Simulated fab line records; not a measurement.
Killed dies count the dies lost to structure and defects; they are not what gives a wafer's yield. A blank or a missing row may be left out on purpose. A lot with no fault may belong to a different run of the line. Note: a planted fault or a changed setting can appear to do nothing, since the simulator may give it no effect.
fab line records -- flow sfq-line
[record] lots = 6, wafers = 18, last-day = 94
route steps=325 shown I2@107 M3@118 I3@133 M4@148 M8@325
lots that met no fault: from a run of the same line without faults
start-h: the number of hours between the record's first day and the start of the first shown wafer of the lot -- wait-h: how many hours have passed since the lot's step before this one -- " repeats the value in the row above -- L1.1+2: several wafers, shown together as one row -- - no value, or no start given -- * or withheld: withheld -- < > ~ a bound
route shown NAME@n: a module of which the file shows steps, and the number in the route of the first -- usual: average and standard deviation across the fault-free wafers -- same: alike in all rows -- chamber/n: place in a boat -- sites: readings site by site -- _std_site: the values' standard deviation -- _edge_site: the outer-site mean with the inner-site mean subtracted -- radius-mm: how far each site lies from the wafer's centre -- mask NAME#n: copy n -- behind: the last tool/chamber to shape the wafer -- hold: what put the lot on hold/how long, in hours/how the hold closed -- device: transistor that didn't switch, given as n, p or np -- end of line: at the end of the route, the tests of the same wafers -- a step with no rows: only its recipe -- killed: count of dies lost to structure and defects at first sort (not the wafer's yield) -- map: per-die view of a wafer (x killed, . not killed, _ where there is no die)
set.NAME: setting as actually run; set.NAME@STEP: the setting as run at that earlier step -- model.NAME: the simulator's own value behind a step, which no gauge read
a table for each step, a row for each wafer; lots at some steps of the route
services: when a tool's chamber went out of use (start-h, in hours from the record's first day, below 0 if earlier), for how many hours, and the reason
[[steps]]
[step SFQ_TRILAYER_I2_VIA_LITHO_COAT_072]
[recipe] resist = BARC, spin-rpm = 3000, resist-thk-nm = 62
[step SFQ_TRILAYER_I2_VIA_LITHO_COAT_067]
[recipe] resist = KrF, spin-rpm = 3000, resist-thk-nm = 650
[step SFQ_TRILAYER_I2_VIA_LITHO_SOFTBAKE_071]
[recipe] temp-c = withheld, time-s = withheld, resist = KrF
[step SFQ_TRILAYER_I2_VIA_LITHO_EXPOSE_068]
[recipe] mask-id = I2, na = 0.6, source-shape = conventional, sigma-outer = 0.65, target-cd-nm = 500, dose-mj = 21.3
[step SFQ_TRILAYER_I2_VIA_LITHO_PEB_070]
[recipe] peb-temp-c = 115, peb-time-s = 60, resist = KrF
[step SFQ_TRILAYER_I2_VIA_LITHO_DEVELOP_069]
[recipe] time-s = 60, resist = KrF
[step SFQ_I2_OVL_MEAS_918]
[usual] I2_OVL = 2/4.6
lot.wafer,tool,chamber,start-h,wait-h,I2_OVL[nm]
L554.2,overlay-01,-,911.92,0.1,5
L554.3,overlay-01,-,911.92,0.1,5
L554.5,overlay-01,-,911.92,0.1,2
L556.2,overlay-02,-,923.96,0.1,-1
L556.4,overlay-02,-,923.96,0.1,4
L556.5,overlay-02,-,923.96,0.1,-1
L563.4,overlay-02,-,1008.22,0.1,3
L563.5,overlay-02,-,1008.22,0.1,-1
L563.6,overlay-02,-,1008.22,0.1,2
L566.1,overlay-01,-,1040.10,0.1,8
L566.2,overlay-01,-,1040.10,0.1,2
L566.4,overlay-01,-,1040.10,0.1,-1
L569.2,overlay-01,-,1080.91,0.1,2
L569.3,overlay-01,-,1080.91,0.1,8
L569.6,overlay-01,-,1080.91,0.1,0
L573.1,overlay-02,-,1097.33,0.1,7
L573.5,overlay-02,-,1097.33,0.1,8
L573.6,overlay-02,-,1097.33,0.1,9
[step SFQ_TRILAYER_I2_VIA_BARC_OPEN_VIA_ETCH_096]
[recipe] mask-material = PR, chemistry = O2, target-depth-nm = 125, target = BARC, source-w = 500, bias-w = 80, pressure-mtorr = 30, time-s = 41.7
[step SFQ_TRILAYER_I2_VIA_ETCH_VIA_ETCH_070]
[recipe] target = SiO2, stop-on = Nb, mask-material = PR, taper-deg = 20, chemistry = CHF3, target-depth-nm = 260, source-w = 500, bias-w = 80, pressure-mtorr = 30, time-s = withheld
[usual] chamber-pressure-mTorr = 30.000/0.027, drypump-motor-current-A = 5.4/0.41, oes-product-au = 0.855/0.0054
lot.wafer,tool,chamber,start-h,wait-h,chamber-pressure-mTorr,drypump-motor-current-A,oes-product-au
L554.2,rie-diel-02,3,911.99,0.0,30.046,4.9,0.848
L554.3,rie-diel-02,1,911.99,0.0,29.985,4.9,0.853
L554.5,rie-diel-02,2,911.99,0.0,30.020,5.0,0.855
L556.2,rie-diel-02,1,924.03,0.0,30.064,4.9,0.854
L556.4,rie-diel-02,3,924.03,0.0,30.026,4.9,0.856
L556.5,rie-diel-02,3,924.03,0.0,30.002,4.9,0.850
L563.4,rie-diel-03,0,1008.28,0.0,29.972,5.6,0.856
L563.5,rie-diel-03,2,1008.28,0.0,29.952,5.7,0.853
L563.6,rie-diel-03,1,1008.28,0.0,30.018,5.6,0.861
L566.1,rie-diel-01,1,1040.18,0.0,30.008,5.3,0.855
L566.2,rie-diel-01,2,1040.18,0.0,30.047,6.3,0.857
L566.4,rie-diel-01,1,1040.18,0.0,30.013,5.3,0.860
L569.2,rie-diel-03,3,1080.98,0.0,30.019,5.3,0.856
L569.3,rie-diel-03,2,1080.98,0.0,30.010,5.7,0.861
L569.6,rie-diel-03,1,1080.98,0.0,29.967,5.6,0.861
L573.1,rie-diel-01,3,1097.41,0.0,30.021,5.6,0.855
L573.5,rie-diel-01,1,1097.41,0.0,29.957,5.3,0.853
L573.6,rie-diel-01,2,1097.41,0.0,29.997,6.3,0.862
[step SFQ_TRILAYER_I2_VIA_STRIP_STRIP_071]
[recipe] gas = O2, power-w = 200, platen-temp-c = 40, overash-fraction = 0.65, chemistry = O2, pressure-mtorr = 50
[step SFQ_TRILAYER_I2_VIA_STRIP_SOLV_CLEAN_072]
[recipe] chemistry = NMP, temp-c = 70, time-s = 600
[step SFQ_TRILAYER_M3_DEP_PRE_CLEAN_074]
[recipe] gas = Ar, time-s = 22.5, bias-v = 250
[step SFQ_TRILAYER_M3_DEP_SPUTTER_073]
[recipe] material = Nb, base-pressure-pa = 1.33e-06, chamber-pressure-pa = 0.1333, substrate-temp-c = 20, resputter-cathode-voltage-v = 400, target-thk-nm = 200, power-w = 2000, time-s = 133.3
[usual] cathode-dc-power-W = 2000.0/0.33, throttle-valve-pct = 30.7/1.1
lot.wafer,tool,chamber,start-h,wait-h,cathode-dc-power-W,throttle-valve-pct,model.Nb_of_TRILAYER_M3_DEP_SPUTTER_073.thk-nm
L554.2,pvd-sputter-06,-,912.90,0.0,2000.2,30.7,195.7
L554.3,pvd-sputter-06,-,912.90,0.0,2000.2,30.1,194.9
L554.5,pvd-sputter-06,-,912.90,0.0,2000.2,30.2,197.6
L556.2,pvd-sputter-05,-,925.12,0.0,2000.5,30.9,201.5
L556.4,pvd-sputter-05,-,925.12,0.0,2000.3,31.4,202.9
L556.5,pvd-sputter-05,-,925.12,0.0,2000.1,31.5,202.2
L563.4,pvd-sputter-06,-,1009.20,0.0,2000.0,30.2,202.6
L563.5,pvd-sputter-06,-,1009.20,0.0,2000.4,30.8,201.4
L563.6,pvd-sputter-06,-,1009.20,0.0,1999.9,30.5,201.7
L566.1,pvd-sputter-05,-,1041.09,0.0,1839.6,31.4,183.4
L566.2,pvd-sputter-05,-,1041.09,0.0,1999.9,28.0,203.8
L566.4,pvd-sputter-05,-,1041.09,0.0,1999.3,31.4,204.2
L569.2,pvd-sputter-05,-,1082.49,0.0,1999.8,31.2,203.8
L569.3,pvd-sputter-05,-,1082.49,0.0,1839.2,31.3,182.8
L569.6,pvd-sputter-05,-,1082.49,0.0,1999.7,31.4,204
L573.1,pvd-sputter-03,-,1098.34,0.0,2000.1,31.1,203.6
L573.5,pvd-sputter-03,-,1098.34,0.0,2000.0,31.0,202.9
L573.6,pvd-sputter-03,-,1098.34,0.0,2000.2,31.2,199.5
[step SFQ_M3_RS_MEAS_919]
[recipe] thk-meas-gauge = four-point-probe, reads = Nb_of_TRILAYER_M3_DEP_SPUTTER_073
[usual] M3_NB_RS = 0.890/0.011
lot.wafer,tool,chamber,start-h,wait-h,M3_NB_RS[ohm/sq]
L554.2,film-metro-03,-,913.01,0.1,0.911
L554.3,film-metro-03,-,913.01,0.1,0.912
L554.5,film-metro-03,-,913.01,0.1,0.898
L556.2,film-metro-04,-,925.23,0.1,0.883
L556.4,film-metro-04,-,925.23,0.1,0.877
L556.5,film-metro-04,-,925.23,0.1,0.880
L563.4,film-metro-04,-,1009.35,0.1,0.877
L563.5,film-metro-04,-,1009.35,0.1,0.883
L563.6,film-metro-04,-,1009.35,0.1,0.882
L566.1,film-metro-04,-,1041.18,0.0,0.971
L566.2,film-metro-04,-,1041.18,0.0,0.873
L566.4,film-metro-04,-,1041.18,0.0,0.871
L569.2,film-metro-04,-,1082.60,0.1,0.875
L569.3,film-metro-04,-,1082.60,0.1,0.974
L569.6,film-metro-04,-,1082.60,0.1,0.872
L573.1,film-metro-02,-,1098.43,0.0,0.872
L573.5,film-metro-02,-,1098.43,0.0,0.874
L573.6,film-metro-02,-,1098.43,0.0,0.890
[step SFQ_TRILAYER_M3_LITHO_COAT_080]
[recipe] resist = BARC, spin-rpm = 3000, resist-thk-nm = 62
[step SFQ_TRILAYER_M3_LITHO_COAT_075]
[recipe] resist = KrF, spin-rpm = 3000, resist-thk-nm = 600
[step SFQ_TRILAYER_M3_LITHO_SOFTBAKE_079]
[recipe] temp-c = withheld, time-s = withheld, resist = KrF
[step SFQ_TRILAYER_M3_LITHO_EXPOSE_076]
[recipe] mask-id = M3, na = 0.6, source-shape = conventional, sigma-outer = 0.65, target-cd-nm = 500, dose-mj = 14.4
[step SFQ_TRILAYER_M3_LITHO_PEB_078]
[recipe] peb-temp-c = 115, peb-time-s = 60, resist = KrF
[step SFQ_TRILAYER_M3_LITHO_DEVELOP_077]
[recipe] time-s = 60, resist = KrF
[step SFQ_M3_OVL_MEAS_921]
[usual] M3_OVL = 2/6.2
lot.wafer,tool,chamber,start-h,wait-h,M3_OVL[nm]
L554.2,overlay-01,-,1036.38,0.1,-4
L554.3,overlay-01,-,1036.38,0.1,-3
L554.5,overlay-01,-,1036.38,0.1,-7
L556.2,overlay-01,-,1049.71,0.1,3
L556.4,overlay-01,-,1049.71,0.1,8
L556.5,overlay-01,-,1049.71,0.1,10
L563.4,overlay-01,-,1134.55,0.1,1
L563.5,overlay-01,-,1134.55,0.1,16
L563.6,overlay-01,-,1134.55,0.1,8
L566.1,overlay-01,-,1166.37,0.1,4
L566.2,overlay-01,-,1166.37,0.1,4
L566.4,overlay-01,-,1166.37,0.1,2
L569.2,overlay-02,-,1202.44,0.1,1
L569.3,overlay-02,-,1202.44,0.1,4
L569.6,overlay-02,-,1202.44,0.1,3
L573.1,overlay-02,-,1216.83,0.1,3
L573.5,overlay-02,-,1216.83,0.1,-1
L573.6,overlay-02,-,1216.83,0.1,6
[step SFQ_TRILAYER_M3_BARC_OPEN_METAL_ETCH_100]
[recipe] mask-material = PR, chemistry = O2, target-depth-nm = 125, target = BARC, icp-w = 600, bias-w = 80, pressure-mtorr = 10, time-s = 41.7
[step SFQ_TRILAYER_M3_ETCH_METAL_ETCH_078]
[recipe] target = Nb, stop-on = SiO2, mask-material = PR, chemistry = Cl2/Ar, target-depth-nm = 240, icp-w = 600, bias-w = 80, pressure-mtorr = 10, time-s = 120
[usual] chamber-pressure-mTorr = 10.000/0.0094, drypump-motor-current-A = 5.7/0.36, oes-product-au = 0.894/0.0074
lot.wafer,tool,chamber,start-h,wait-h,chamber-pressure-mTorr,drypump-motor-current-A,oes-product-au,rf-hours-counter-h
L554.2,rie-metal-02,0,1036.47,0.0,10.008,5.3,0.882,136
L554.3,rie-metal-02,1,1036.47,0.0,9.993,6.4,0.883,-
L554.5,rie-metal-02,1,1036.47,0.0,10.019,6.5,0.886,-
L556.2,rie-metal-02,0,1049.80,0.0,10.006,5.3,0.896,139
L556.4,rie-metal-02,1,1049.80,0.0,10.009,6.4,0.902,-
L556.5,rie-metal-02,0,1049.80,0.0,10.011,5.3,0.896,-
L563.4,rie-metal-03,0,1134.67,0.1,10.005,5.5,0.898,-
L563.5,rie-metal-03,1,1134.67,0.1,9.993,5.8,0.896,-
L563.6,rie-metal-03,0,1134.67,0.1,9.994,5.5,0.895,-
L566.1,rie-metal-03,0,1166.47,0.0,10.006,5.5,0.845,13
L566.2,rie-metal-03,1,1166.47,0.0,9.998,5.8,0.905,116
L566.4,rie-metal-03,0,1166.47,0.0,9.990,5.5,0.901,-
L569.2,rie-metal-02,1,1202.53,0.0,9.998,6.4,0.905,121
L569.3,rie-metal-02,0,1202.53,0.0,10.001,5.3,0.857,-
L569.6,rie-metal-02,0,1202.53,0.0,10.003,5.3,0.906,-
L573.1,rie-metal-03,0,1216.92,0.0,10.003,5.5,0.898,18
L573.5,rie-metal-03,1,1216.92,0.0,10.008,5.8,0.897,-
L573.6,rie-metal-03,0,1216.92,0.0,10.007,5.5,0.893,-
[step SFQ_TRILAYER_M3_STRIP_STRIP_079]
[recipe] gas = O2, power-w = 200, platen-temp-c = 40, overash-fraction = 0.65, chemistry = O2, pressure-mtorr = 50
[step SFQ_TRILAYER_M3_STRIP_SOLV_CLEAN_080]
[recipe] chemistry = NMP, temp-c = 70, time-s = 600
[step SFQ_TRILAYER_I3_DEP_PECVD_081]
[recipe] material = SiO2, temp-c = 150, time-s = 111.11, pressure-torr = 2.4, rf-w = 183.3, precursor = SiH4/N2O, target-thk-nm = 500
[step SFQ_TRILAYER_I3_CMP_CMP_082]
[recipe] material = SiO2, down-force-psi = 3, platen-rpm = 60, pad-velocity-m-s = 0.94248
[step SFQ_I3_BOW_MEAS_922]
[recipe] mode = bow
[usual] I3_BOW = 2/8.4
lot.wafer,tool,chamber,start-h,wait-h,I3_BOW[um]
L554.2,film-metro-01,-,1055.86,2.0,-10
L554.3,film-metro-01,-,1055.86,2.0,-9
L554.5,film-metro-01,-,1055.86,2.0,-19
L556.2,film-metro-01,-,1072.35,1.0,-8
L556.4,film-metro-01,-,1072.35,1.0,-10
L556.5,film-metro-01,-,1072.35,1.0,-7
L563.4,film-metro-01,-,1163.57,1.1,6
L563.5,film-metro-01,-,1163.57,1.1,1
L563.6,film-metro-01,-,1163.57,1.1,5
L566.1,film-metro-02,-,1187.05,1.0,6
L566.2,film-metro-02,-,1187.05,1.0,-3
L566.4,film-metro-02,-,1187.05,1.0,4
L569.2,film-metro-01,-,1207.48,2.0,-5
L569.3,film-metro-01,-,1207.48,2.0,3
L569.6,film-metro-01,-,1207.48,2.0,-5
L573.1,film-metro-02,-,1222.01,1.0,11
L573.5,film-metro-02,-,1222.01,1.0,14
L573.6,film-metro-02,-,1222.01,1.0,14
[step SFQ_TRILAYER_I3_METRO_MEASURE_083]
[usual] thk-nm = 200.3/1.1
lot.wafer,tool,chamber,start-h,wait-h,thk-nm
L554.2,film-metro-01,-,1056.16,0.3,198.6
L554.3,film-metro-01,-,1056.16,0.3,201.0
L554.5,film-metro-01,-,1056.16,0.3,198.8
L556.2,film-metro-01,-,1072.65,0.3,201.6
L556.4,film-metro-01,-,1072.65,0.3,202.2
L556.5,film-metro-01,-,1072.65,0.3,199.1
L563.4,film-metro-01,-,1164.23,0.6,202.7
L563.5,film-metro-01,-,1164.23,0.6,202.3
L563.6,film-metro-01,-,1164.23,0.6,200.5
L566.1,film-metro-02,-,1187.17,0.1,201.5
L566.2,film-metro-02,-,1187.17,0.1,201.4
L566.4,film-metro-02,-,1187.17,0.1,201.8
L569.2,film-metro-01,-,1207.78,0.3,200.3
L569.3,film-metro-01,-,1207.78,0.3,199.3
L569.6,film-metro-01,-,1207.78,0.3,199.8
L573.1,film-metro-02,-,1222.13,0.1,199.4
L573.5,film-metro-02,-,1222.13,0.1,200.6
L573.6,film-metro-02,-,1222.13,0.1,198.5
[step SFQ_TRILAYER_I3_VIA_LITHO_COAT_090]
[recipe] resist = BARC, spin-rpm = 3000, resist-thk-nm = 62
[step SFQ_TRILAYER_I3_VIA_LITHO_COAT_085]
[recipe] resist = KrF, spin-rpm = 3000, resist-thk-nm = 650
[step SFQ_TRILAYER_I3_VIA_LITHO_SOFTBAKE_089]
[recipe] temp-c = withheld, time-s = withheld, resist = KrF
[step SFQ_TRILAYER_I3_VIA_LITHO_EXPOSE_086]
[recipe] mask-id = I3, na = 0.6, source-shape = conventional, sigma-outer = 0.65, target-cd-nm = 500, dose-mj = 21.3
[step SFQ_TRILAYER_I3_VIA_LITHO_PEB_088]
[recipe] peb-temp-c = 115, peb-time-s = 60, resist = KrF
[step SFQ_TRILAYER_I3_VIA_LITHO_DEVELOP_087]
[recipe] time-s = 60, resist = KrF
[step SFQ_I3_OVL_MEAS_923]
[usual] I3_OVL = 1/6
lot.wafer,tool,chamber,start-h,wait-h,I3_OVL[nm]
L554.2,overlay-02,-,1181.98,0.1,7
L554.3,overlay-02,-,1181.98,0.1,6
L554.5,overlay-02,-,1181.98,0.1,2
L556.2,overlay-01,-,1192.71,0.1,-3
L556.4,overlay-01,-,1192.71,0.1,-10
L556.5,overlay-01,-,1192.71,0.1,-5
L563.4,overlay-01,-,1283.66,0.1,-6
L563.5,overlay-01,-,1283.66,0.1,-4
L563.6,overlay-01,-,1283.66,0.1,-8
L566.1,overlay-02,-,1311.37,0.1,8
L566.2,overlay-02,-,1311.37,0.1,0
L566.4,overlay-02,-,1311.37,0.1,5
L569.2,overlay-01,-,1335.50,0.1,-10
L569.3,overlay-01,-,1335.50,0.1,2
L569.6,overlay-01,-,1335.50,0.1,-8
L573.1,overlay-01,-,1354.70,0.1,5
L573.5,overlay-01,-,1354.70,0.1,5
L573.6,overlay-01,-,1354.70,0.1,13
[step SFQ_TRILAYER_I3_VIA_BARC_OPEN_VIA_ETCH_121]
[recipe] mask-material = PR, chemistry = O2, target-depth-nm = 125, target = BARC, source-w = 500, bias-w = 80, pressure-mtorr = 30, time-s = 41.7
[usual] chamber-pressure-mTorr = 29.997/0.028, drypump-motor-current-A = 5.4/0.42, oes-product-au = 0.685/0.0045
lot.wafer,tool,chamber,start-h,wait-h,chamber-pressure-mTorr,drypump-motor-current-A,oes-product-au,rf-hours-counter-h
L554.2,rie-diel-04,1,1182.01,0.0,29.997,5.8,0.691,19
L554.3,rie-diel-04,3,1182.01,0.0,30.002,5.5,0.679,4
L554.5,rie-diel-04,3,1182.01,0.0,29.996,5.4,0.684,-
L556.2,rie-diel-04,1,1192.74,0.0,30.032,5.9,0.678,20
L556.4,rie-diel-04,2,1192.74,0.0,30.022,4.9,0.691,18
L556.5,rie-diel-04,2,1192.74,0.0,29.970,4.9,0.678,-
L563.4,rie-diel-04,0,1283.68,0.0,29.981,5.0,0.694,9
L563.5,rie-diel-04,0,1283.68,0.0,30.021,5.0,0.689,-
L563.6,rie-diel-04,1,1283.68,0.0,29.990,5.9,0.688,-
L566.1,rie-diel-02,1,1311.41,0.0,29.991,4.8,0.683,16
L566.2,rie-diel-02,3,1311.41,0.0,29.987,4.9,0.691,19
L566.4,rie-diel-02,2,1311.41,0.0,29.988,5.0,0.682,12
L569.2,rie-diel-04,2,1335.53,0.0,30.055,4.9,0.687,20
L569.3,rie-diel-04,0,1335.53,0.0,29.982,5.0,0.690,10
L569.6,rie-diel-04,2,1335.53,0.0,29.987,4.9,0.694,-
L573.1,rie-diel-02,3,1354.73,0.0,30.023,4.9,0.688,0
L573.5,rie-diel-02,0,1354.73,0.0,30.057,5.6,0.698,-
L573.6,rie-diel-02,1,1354.73,0.0,29.987,4.9,0.686,-
[step SFQ_TRILAYER_I3_VIA_ETCH_VIA_ETCH_088]
[recipe] target = SiO2, stop-on = Nb, mask-material = PR, taper-deg = 20, chemistry = CHF3, target-depth-nm = 260, source-w = 500, bias-w = 80, pressure-mtorr = 30, time-s = withheld
[usual] chamber-pressure-mTorr = 30.002/0.026, drypump-motor-current-A = 5.4/0.41, oes-product-au = 0.856/0.0054
lot.wafer,tool,chamber,start-h,wait-h,chamber-pressure-mTorr,drypump-motor-current-A,oes-product-au
L554.2,rie-diel-04,1,1182.05,0.0,30.061,5.8,0.849
L554.3,rie-diel-04,3,1182.05,0.0,30.037,5.4,0.862
L554.5,rie-diel-04,3,1182.05,0.0,30.025,5.4,0.855
L556.2,rie-diel-04,1,1192.78,0.0,29.992,5.9,0.855
L556.4,rie-diel-04,2,1192.78,0.0,29.986,4.9,0.866
L556.5,rie-diel-04,2,1192.78,0.0,29.942,4.9,0.847
L563.4,rie-diel-04,0,1283.72,0.0,29.965,5.0,0.867
L563.5,rie-diel-04,0,1283.72,0.0,29.997,5.0,0.861
L563.6,rie-diel-04,1,1283.72,0.0,29.998,5.9,0.842
L566.1,rie-diel-02,1,1311.45,0.0,29.973,4.9,0.866
L566.2,rie-diel-02,3,1311.45,0.0,30.048,4.9,0.860
L566.4,rie-diel-02,2,1311.45,0.0,30.013,5.0,0.861
L569.2,rie-diel-04,2,1335.57,0.0,30.028,4.9,0.859
L569.3,rie-diel-04,0,1335.57,0.0,30.012,5.0,0.849
L569.6,rie-diel-04,2,1335.57,0.0,30.013,4.9,0.854
L573.1,rie-diel-02,3,1354.77,0.0,29.983,4.9,0.854
L573.5,rie-diel-02,0,1354.77,0.0,30.028,5.6,0.858
L573.6,rie-diel-02,1,1354.77,0.0,30.055,4.9,0.851
[step SFQ_TRILAYER_I3_VIA_STRIP_STRIP_089]
[recipe] gas = O2, power-w = 200, platen-temp-c = 40, overash-fraction = 0.65, chemistry = O2, pressure-mtorr = 50
[usual] chamber-pressure-mTorr = 50.00/0.046, drypump-motor-current-A = 5.4/0.35, oes-product-au = 1.005/0.0085
lot.wafer,tool,chamber,start-h,wait-h,chamber-pressure-mTorr,drypump-motor-current-A,oes-product-au,rf-hours-counter-h
L554.2,rie-metal-01,0,1182.16,-,50.06,5.4,1.002,25
L554.3,rie-metal-01,0,1182.16,-,50.02,5.4,1.004,-
L554.5,rie-metal-01,1,1182.16,-,50.05,5.4,1.019,-
L556.2,rie-metal-01,0,1192.90,-,50.10,5.4,1.001,27
L556.4,rie-metal-01,0,1192.90,-,49.94,5.3,0.996,-
L556.5,rie-metal-01,0,1192.90,-,49.96,5.4,0.990,-
L563.4,rie-metal-02,0,1284.03,-,49.96,5.3,1.018,-
L563.5,rie-metal-02,0,1284.03,-,49.96,5.3,1.006,-
L563.6,rie-metal-02,1,1284.03,-,50.06,6.4,0.997,-
L566.1,rie-metal-01,0,1311.56,-,50.01,5.4,1.006,40
L566.2,rie-metal-01,1,1311.56,-,50.06,5.4,1.003,106
L566.4,rie-metal-01,1,1311.56,-,49.97,5.4,1.014,-
L569.2,rie-metal-02,0,1335.88,-,50.02,5.3,1.001,-
L569.3,rie-metal-02,0,1335.88,-,50.00,5.3,1.001,-
L569.6,rie-metal-02,0,1335.88,-,50.00,5.3,0.992,-
L573.1,rie-metal-01,0,1354.88,-,50.01,5.4,1.005,43
L573.5,rie-metal-01,0,1354.88,-,50.09,5.4,1.003,-
L573.6,rie-metal-01,1,1354.88,-,49.99,5.4,1.006,-
[step SFQ_TRILAYER_I3_VIA_STRIP_SOLV_CLEAN_090]
[recipe] chemistry = NMP, temp-c = 70, time-s = 600
[step SFQ_TRILAYER_M4_DEP_PRE_CLEAN_092]
[recipe] gas = Ar, time-s = 22.5, bias-v = 250
[step SFQ_M8_BOW_MEAS_951]
[recipe] mode = bow
[usual] M8_BOW = 8/9.7
lot.wafer,tool,chamber,start-h,wait-h,M8_BOW[um],model.etest.m3.ohm-um,model.etest.i2.link-ohm,model.etest.i3.link-ohm,model.etest.m3.ohm-sq
L554.2,film-metro-02,-,1886.78,0.0,5,1.804,1.97,1.984,0.9077
L554.3,film-metro-02,-,1886.78,0.0,6,1.823,1.981,1.981,0.9117
L554.5,film-metro-02,-,1886.78,0.0,-4,1.79,1.954,1.971,0.899
L556.2,film-metro-04,-,1897.59,0.0,4,1.768,1.956,1.971,0.8816
L556.4,film-metro-04,-,1897.59,0.0,3,1.767,1.942,1.954,0.8757
L556.5,film-metro-04,-,1897.59,0.0,6,1.764,1.951,1.961,0.8784
L563.4,film-metro-02,-,2149.45,0.1,17,1.754,1.945,1.94,0.877
L563.5,film-metro-02,-,2149.45,0.1,13,1.775,1.951,1.965,0.8819
L563.6,film-metro-02,-,2149.45,0.1,16,1.765,1.95,1.958,0.8809
L566.1,film-metro-02,-,2168.54,0.0,8,1.934,2.045,2.037,0.9686
L566.2,film-metro-02,-,2168.54,0.0,-1,1.754,1.931,1.942,0.8716
L566.4,film-metro-02,-,2168.54,0.0,6,1.731,1.931,1.925,0.8699
L569.2,film-metro-02,-,2178.90,0.0,-1,1.743,1.943,1.949,0.8718
L569.3,film-metro-02,-,2178.90,0.0,9,1.95,2.073,2.054,0.9719
L569.6,film-metro-02,-,2178.90,0.0,0,1.75,1.934,1.95,0.8708
L573.1,film-metro-01,-,2258.84,0.0,10,1.744,1.948,1.947,0.8726
L573.5,film-metro-01,-,2258.84,0.0,11,1.766,1.945,1.96,0.8754
L573.6,film-metro-01,-,2258.84,0.0,11,1.784,1.968,1.966,0.8903
[[services]]
tool,chamber,start-h,hours,kind
rie-diel-04,-,906.82,28.1,pm
rie-diel-02,-,907.98,2.8,pm
rie-diel-02,2,918.51,3.5,repair
rie-diel-02,0,946.62,3.6,repair
rie-metal-01,1,958.24,7.5,repair
rie-diel-02,1,973.12,5.3,repair
film-metro-01,-,976.75,1.8,pm
rie-metal-02,-,996.27,15.2,repair
rie-diel-04,0,1005.07,4.2,repair
rie-diel-04,0,1020.22,9.1,repair
film-metro-01,-,1041.83,1.6,pm
rie-metal-01,-,1042.52,5.7,repair
film-metro-01,-,1082.24,0.4,pm
film-metro-01,-,1083.80,0.5,pm
rie-diel-02,1,1085.83,11.2,repair
rie-metal-02,-,1123.35,2.8,pm
rie-diel-04,1,1140.59,5.9,repair
rie-diel-04,1,1147.47,4.7,repair
rie-diel-02,1,1156.27,3.3,repair
rie-diel-04,-,1254.59,2.8,pm
rie-metal-01,-,1283.99,0.2,repair
film-metro-01,-,1286.18,0.3,pm
rie-metal-01,-,1298.96,3.5,repair
film-metro-01,-,1327.24,3.1,pm
[[key]]
[first-sign] step = SFQ_TRILAYER_M3_DEP_SPUTTER_073, reading = cathode-dc-power-W, direction = down, sigmas = 99+, usual = 2000.0, struck = 1839.4
[effect] step = SFQ_M3_RS_MEAS_919, reading = M3_NB_RS, direction = up, sigmas = 7.5, usual = 0.890, struck = 0.973
[effect] step = SFQ_TRILAYER_M3_ETCH_METAL_ETCH_078, reading = oes-product-au, direction = down, sigmas = 5.8, usual = 0.894, struck = 0.851
[model-effect] step = SFQ_TRILAYER_M3_DEP_SPUTTER_073, value = Nb_of_TRILAYER_M3_DEP_SPUTTER_073.thk-nm, without = 199.2, struck = 183.1
[model-effect] step = SFQ_M8_BOW_MEAS_951, value = etest.m3.ohm-um, without = 1.785, struck = 1.942
met-at SFQ_TRILAYER_M3_DEP_SPUTTER_073
struck-wafers L566.1,L569.3
[fault] kind = process-parameter-drift, tool = pvd-sputter-05, chamber = -, onset-h = 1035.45, steps = SFQ_TRILAYER_M3_DEP_SPUTTER_073, channel = power-w, offset = -160.57, shape = step, end-h = 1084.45, acts-in = these-recipes-only, stated = 2000, scope = struck-wafers-only
